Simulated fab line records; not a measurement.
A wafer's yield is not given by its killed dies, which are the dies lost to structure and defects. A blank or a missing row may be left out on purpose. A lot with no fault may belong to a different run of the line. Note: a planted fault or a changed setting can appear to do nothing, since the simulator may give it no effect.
Struck lot and sound lot, side by side | flow sky130 | 16 steps out of a route of 708
Sound: wafers L237.2, L237.3, L237.4. The struck wafers were L251.4, L251.5, L251.6. The cause is named last.
Each step with rows lists, per side, the tool, then ch with its chambers, then its first start. Under that, the readings that differ: sound wafers | struck wafers | difference of the means | sigmas: that difference in standard deviations of wafers without a fault.
alike: words and numbers the same on both sides, and readings whose means are apart by under 2 such deviations; not compared: readings that were withheld, readings missing a value for some wafer, numbers with overlapping values and no deviation given by the record, and bounds like >300 which may hide the same value.
A row with sigmas, a row that says differs or no value, or rows on one side alone: a step with any of these is where the two part. Non-overlapping numbers with no deviation appear without sigmas and do not part them. A reading missing from all wafers of one side parts the sides only when that side holds two or more wafers.

SKY_VIA2_BOW_MEAS_03:
  struck on filmMetro-03, day 41 14:05; sound on filmMetro-02, day 37 00:13
  alike: VIA2_BOW
then, 8 steps without rows for these wafers: SKY_VIA2_DEHYDRATE_04 (time 60 s); SKY_VIA2_HMDS_05 (prime time 60 s); SKY_VIA2_COAT_06 (resist thk 60 nm); SKY_VIA2_COAT_07 (resist thk 450 nm); SKY_VIA2_SOFTBAKE_08 (time 90 s); SKY_VIA2_EXPOSE_09 (exposes mask VIM2, target cd 200 nm); SKY_VIA2_PEB_10; SKY_VIA2_DEVELOP_11 (develop time 60 s).
SKY_VIA2_CD_MEAS_12: target cd 200 nm.
  struck on cdSem-01, day 42 14:05; sound on cdSem-01, day 38 02:02
reading   | sound             | struck            | difference | sigmas
cdNm (nm) | 202.1 202.1 202.3 | 198.7 198.9 198.5 | -3.5       | -3
SKY_VIA2_OVL_MEAS_13:
  struck on overlay-02, day 42 14:10; sound on overlay-01, day 38 02:09
  alike: VIA2_OVL
SKY_VIA2_ETCH_14: etches BARC in N2/H2, stops on SiO2, time 45.9 s, target depth 60 nm.
  sound on rieDiel-03 ch 1,2,3, day 38 02:11; struck on rieDiel-03 ch 2,3, day 42 14:11
  alike: chamberPressureMTorr, drypumpMotorCurrentA, oesProductAu, rfFwdPowerW, throttleValvePct
  not compared: rfHoursCounterH
SKY_VIA2_ETCH_15: etches SiO2 in C4F8/O2/Ar, stops on TiN, target depth 546 nm, time 84 s.
  sound on rieDiel-03 ch 1,2,3, day 38 02:13; struck on rieDiel-03 ch 2,3, day 42 14:13
reading                                    | sound             | struck            | difference | sigmas
rfFwdPowerW (W)                            | 1493 1503 1497    | 1242 1251 1246    | -251       | -50
model.KrF-thick_of_VIA2_COAT_07.thkNm (nm) | 285.2 282.4 281.2 | 291.8 290.1 292.7 | +8.6       | 
  alike: chamberPressureMTorr, oesProductAu
  not compared: rfHoursCounterH
SKY_VIA2_STRIP_16: strips in O2/N2.
  sound on plasmaAsher-02 ch 0,1, day 38 02:17; struck on plasmaAsher-01 ch 0,1, day 42 14:19
reading                  | sound             | struck            | difference | sigmas
drypumpMotorCurrentA (A) | 5.5 5.5 5.4       | 6.4 6.4 6.4       | +0.9       | +2
stripTimeToEndpointS (s) | 4.060 4.043 4.044 | 4.157 4.129 4.141 | +0.093     | +4
  alike: chamberPressureMTorr, oesProductAu
  not compared: rfHoursCounterH
then, 1 step without rows for these wafers: SKY_VIA2_STRIP_17 (strips in post etch residue remover, time 1200 s).
-- the record jumps here: 8 days lie between the struck wafers' starts before and after (it left off in module VIA2 and takes up again in module PAD_OPEN, whose first step shown is number 708 of the route) --
SKY_PAD_OPEN_PROBE_99:
  struck on prober-02, day 50 22:13; sound on prober-02, day 47 15:30
  alike: defectLimitedYield, killed_at_M0_to_M3, killed_at_M4_up, killedAtContacts, killedAtFrontEnd, killedAtOther, killedDies, killedOpen, killedShort, sort_bin_3_pad_short, sort_bin_5_function, sort_bin_6_memory, sortNPass, sortYieldPct

WHERE THEY PART
First at SKY_VIA2_CD_MEAS_12; last, within this record, at SKY_VIA2_STRIP_16. Later steps at which nothing parts them and some readings are alike: SKY_PAD_OPEN_PROBE_99.

WHY: the cause the simulator had injected
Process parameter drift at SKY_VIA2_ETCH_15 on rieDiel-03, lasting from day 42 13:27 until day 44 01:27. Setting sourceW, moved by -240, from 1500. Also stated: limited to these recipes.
